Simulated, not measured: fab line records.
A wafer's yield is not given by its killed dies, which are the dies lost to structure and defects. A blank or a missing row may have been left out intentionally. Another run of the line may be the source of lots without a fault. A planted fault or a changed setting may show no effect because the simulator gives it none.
Code-filled problem report in 8D (eight disciplines) form | flow sky130 | the parts of the form that need people (team, actions taken, sign-off) are left out

== 1. WHAT WENT WRONG ==
VIA1_HDPCVD_THK at SKY_VIA1_THK_MEAS_01 reads a mean of 928 nm on 2 wafers of 1 lot; wafers without a fault read 1034 nm with a standard deviation of 11. That is -9.6 standard deviations from the usual mean.
First seen on wafer L397.3, day 34 22:03, on film-metro-04. The record holds 37 wafers of 13 lots with a number at this step. By rule, "out" or "out of limits" means more than 4 standard deviations away from the usual mean. The rest of the wafers with a number are treated as sound.

== 2. WHAT IT IS; WHAT IT IS NOT ==
question                    | is                | is not
which readings at this step | VIA1_HDPCVD_THK   | -
which lots                  | L397              | L394, L399, L403, L406, L407, L408, L409, L410, L411, L412, L413, L414
which wafers of those lots  | L397.3, L397.4    | L397.6
read on which gauges        | film-metro-04     | film-metro-01, film-metro-03
when                        | from day 34 22:03 | up to then (4 sound wafers); but 31 sound wafers of L399, L403, L406, L407, L408, L409, L410, L411, L412, L413, L414 came after

== 3. SUSPECTS, AND WHAT RULES EACH OUT ==
Counting: a tool at a process step up to the reading stays a suspect if it ran every lot that is out. Sound lots after the first of them don't rule it out here, since some wafers of a struck lot are sound.
- ruled out: the gauge at SKY_VIA1_THK_MEAS_01. All the wafers that are out were read on film-metro-04, but those of them that SKY_VIA1_HDPCVD_00 has rows for are out there too, on other tools.
- hdpcvd-01 at SKY_VIA1_HDPCVD_00 (deposits SiO2, target thk 1030 nm, time 171.7 s): kept. It ran the lot that is out, L397 (day 34 21:55); its last sound lot up to then is L394 (day 33 15:49). On those wafers its own readings are out: run-length-s.
- Within hdpcvd-01 at SKY_VIA1_HDPCVD_00, the wafers that are out were processed in chamber 0 and their sound lot-mates in chamber 1.
Left after counting: hdpcvd-01 at SKY_VIA1_HDPCVD_00.

== 4. THE CAUSE (what the simulator had put in) ==
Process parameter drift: hdpcvd-01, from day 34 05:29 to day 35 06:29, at SKY_VIA1_HDPCVD_00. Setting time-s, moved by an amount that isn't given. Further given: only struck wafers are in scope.
Only this tool survived the counting.

== 5. THE CHAIN OF EFFECTS, in route order ==
Each row: a reading where the mean over the struck wafers with a number is more than 3 standard deviations away from the usual. Readings are gone through only where the record gives a usual standard deviation; hours: the median, over the lots, of the time from a lot's start at the first step in this table giving one to that lot's start at this step; sigmas: the change measured in usual standard deviations.
hours | step                 | reading         | usual   | on struck wafers | change | sigmas
0     | SKY_VIA1_HDPCVD_00   | run-length-s    | 199.5 s | 180.3            | -19.2  | -41
0     | SKY_VIA1_THK_MEAS_01 | VIA1_HDPCVD_THK | 1034 nm | 928              | -106   | -9.6
Its process steps:
- SKY_VIA1_HDPCVD_00: deposits SiO2, target thk 1030 nm, time 171.7 s.

== 6. WHAT WOULD HAVE CAUGHT IT SOONER ==
In this record the first reading out of limits at a measuring or inspecting step was taken at day 34 22:03, 17 hours after the fault began at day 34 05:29.
The tool's own readings at SKY_VIA1_HDPCVD_00 were out on every struck wafer that the step has a row for (run-length-s): an alarm limit on them would have fired on the first of those.
Lots out: 1; all had begun SKY_VIA1_HDPCVD_00 on hdpcvd-01 by day 34 22:03. None of them would have been spared by holding the tool at that moment.
